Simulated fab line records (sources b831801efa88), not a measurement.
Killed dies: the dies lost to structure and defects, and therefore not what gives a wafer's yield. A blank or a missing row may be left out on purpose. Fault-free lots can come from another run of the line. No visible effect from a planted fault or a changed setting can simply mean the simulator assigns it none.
Check for tools in common / flow sky130 / Lots sampled 11, wafers sampled 33

== WHY IT WAS OPENED ==
2 of 11 lots carry a flag on the reading LI_CONTACT_W_RS at SKY_LI_CONTACT_RS_MEAS_22. Wafers without a fault read 0.285 ohm/sq, standard deviation 0.0048.
Rule: a lot is flagged when every wafer of it that has a number lies more than 4 standard deviations from that mean, or none has a number. The rest of the lots are taken to be sound.

lot=L416; measured=day 29 18:28; on=film_metro-02; LI_CONTACT_W_RS (ohm/sq), wafer by wafer=0.286 0.292 0.286; flag=
lot=L420; measured=day 30 19:01; on=film_metro-04; LI_CONTACT_W_RS (ohm/sq), wafer by wafer=0.275 0.278 0.278; flag=
lot=L421; measured=day 31 06:09; on=film_metro-02; LI_CONTACT_W_RS (ohm/sq), wafer by wafer=0.284 0.286 0.287; flag=
lot=L428; measured=day 33 06:17; on=film_metro-04; LI_CONTACT_W_RS (ohm/sq), wafer by wafer=0.281 0.278 0.276; flag=
lot=L429; measured=day 33 13:16; on=film_metro-02; LI_CONTACT_W_RS (ohm/sq), wafer by wafer=0.365 0.361 0.366; flag=FLAGGED
lot=L430; measured=day 34 00:36; on=film_metro-01; LI_CONTACT_W_RS (ohm/sq), wafer by wafer=0.356 0.361 0.355; flag=FLAGGED
lot=L432; measured=day 34 13:07; on=film_metro-02; LI_CONTACT_W_RS (ohm/sq), wafer by wafer=0.292 0.287 0.292; flag=
lot=L436; measured=day 35 17:14; on=film_metro-01; LI_CONTACT_W_RS (ohm/sq), wafer by wafer=0.284 0.288 0.285; flag=
lot=L437; measured=day 36 05:55; on=film_metro-04; LI_CONTACT_W_RS (ohm/sq), wafer by wafer=0.287 0.290 0.293; flag=
lot=L438; measured=day 36 08:47; on=film_metro-01; LI_CONTACT_W_RS (ohm/sq), wafer by wafer=0.287 0.293 0.286; flag=
lot=L439; measured=day 36 13:04; on=film_metro-04; LI_CONTACT_W_RS (ohm/sq), wafer by wafer=0.290 0.291 0.290; flag=
The numbers of the flagged lots are 0.361 ohm/sq on average: +0.076 ohm/sq against the usual, or +16 standard deviations.

== WHICH TOOL EACH LOT WENT THROUGH ==
The record holds 2 process steps before the reading, out of a route of 708 steps. Read each cell as the tool, then ch plus the chambers that the sampled wafers visited, then the start.
lot=L416; flag=; SKY_LI_CONTACT_CMP_02=cmp-02 ch 0,2,3, day 28 12:58; SKY_LI_CONTACT_CVD_21=cvd_w-02 ch 0,1, day 29 18:20
lot=L420; flag=; SKY_LI_CONTACT_CMP_02=cmp-01 ch 0,1,3, day 29 13:40; SKY_LI_CONTACT_CVD_21=cvd_w-01 ch 0,1, day 30 18:53
lot=L421; flag=; SKY_LI_CONTACT_CMP_02=cmp-02 ch 0,1,3, day 30 01:04; SKY_LI_CONTACT_CVD_21=cvd_w-01 ch 0,1, day 31 06:01
lot=L428; flag=; SKY_LI_CONTACT_CMP_02=cmp-01 ch 1,2,3, day 32 02:03; SKY_LI_CONTACT_CVD_21=cvd_w-01 ch 0,1, day 33 06:10
lot=L429; flag=FLAGGED; SKY_LI_CONTACT_CMP_02=cmp-02 ch 0,2,3, day 32 09:24; SKY_LI_CONTACT_CVD_21=cvd_w-01 ch 0,1, day 33 13:07
lot=L430; flag=FLAGGED; SKY_LI_CONTACT_CMP_02=cmp-01 ch 0,1,3, day 32 20:31; SKY_LI_CONTACT_CVD_21=cvd_w-01 ch 0,1, day 34 00:28
lot=L432; flag=; SKY_LI_CONTACT_CMP_02=cmp-01 ch 1,2,3, day 33 09:34; SKY_LI_CONTACT_CVD_21=cvd_w-02 ch 0,1, day 34 12:59
lot=L436; flag=; SKY_LI_CONTACT_CMP_02=cmp-02 ch 0,1,3, day 34 14:14; SKY_LI_CONTACT_CVD_21=cvd_w-02 ch 0,1, day 35 17:07
lot=L437; flag=; SKY_LI_CONTACT_CMP_02=cmp-02 ch 0,1, day 35 02:30; SKY_LI_CONTACT_CVD_21=cvd_w-02 ch 0,1, day 36 05:46
lot=L438; flag=; SKY_LI_CONTACT_CMP_02=cmp-02 ch 0,1,2, day 35 05:50; SKY_LI_CONTACT_CVD_21=cvd_w-02 ch 0,1, day 36 08:40
lot=L439; flag=; SKY_LI_CONTACT_CMP_02=cmp-02 ch 1,2,3, day 35 09:50; SKY_LI_CONTACT_CVD_21=cvd_w-02 ch 0,1, day 36 12:55
What these steps do:
- SKY_LI_CONTACT_CMP_02: polishes PSG.
- SKY_LI_CONTACT_CVD_21: deposits W, target thk 400 nm, time 120.56 s.
- SKY_LI_CONTACT_RS_MEAS_22: measures by four-point-probe.

== FLAGGED OVER TOTAL, TOOL BY TOOL (the gauges that took the reading come last) ==
step=SKY_LI_CONTACT_CMP_02; tool=cmp-01; lots run=4; flagged=1; share of the flagged lots=some; sound lots run after its first flagged lot=1 (L432)
step=SKY_LI_CONTACT_CMP_02; tool=cmp-02; lots run=7; flagged=1; share of the flagged lots=some; sound lots run after its first flagged lot=4 (L436,L437,L438,L439)
step=SKY_LI_CONTACT_CVD_21; tool=cvd_w-01; lots run=5; flagged=2; share of the flagged lots=all; sound lots run after its first flagged lot=0
step=SKY_LI_CONTACT_CVD_21; tool=cvd_w-02; lots run=6; flagged=0; share of the flagged lots=none; sound lots run after its first flagged lot=-
step=SKY_LI_CONTACT_RS_MEAS_22; tool=film_metro-01; lots run=3; flagged=1; share of the flagged lots=some; sound lots run after its first flagged lot=2 (L436,L438)
step=SKY_LI_CONTACT_RS_MEAS_22; tool=film_metro-02; lots run=4; flagged=1; share of the flagged lots=some; sound lots run after its first flagged lot=1 (L432)
step=SKY_LI_CONTACT_RS_MEAS_22; tool=film_metro-04; lots run=4; flagged=0; share of the flagged lots=none; sound lots run after its first flagged lot=-

== WHAT THE TABLE ALLOWS ==
1 row of the table ran every flagged lot: cvd_w-01 at SKY_LI_CONTACT_CVD_21.
- cvd_w-01 at SKY_LI_CONTACT_CVD_21 ran 5 lots, 2 of them flagged. Its last sound lot is L428 (day 33 06:10), its first flagged lot L429 (day 33 13:07): a fault that began between those two fits. Its own readings (susceptor_temp_C) fall more than 4 standard deviations out on all wafers of the flagged lots.
One tool is left: cvd_w-01 at SKY_LI_CONTACT_CVD_21.

== WHAT HAD BEEN PUT IN BY THE SIMULATOR ==
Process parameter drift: cvd_w-01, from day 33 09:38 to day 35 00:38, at SKY_LI_CONTACT_CVD_21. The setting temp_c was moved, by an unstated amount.
Shown lots that were struck: L429, L430. The rule above found the same.
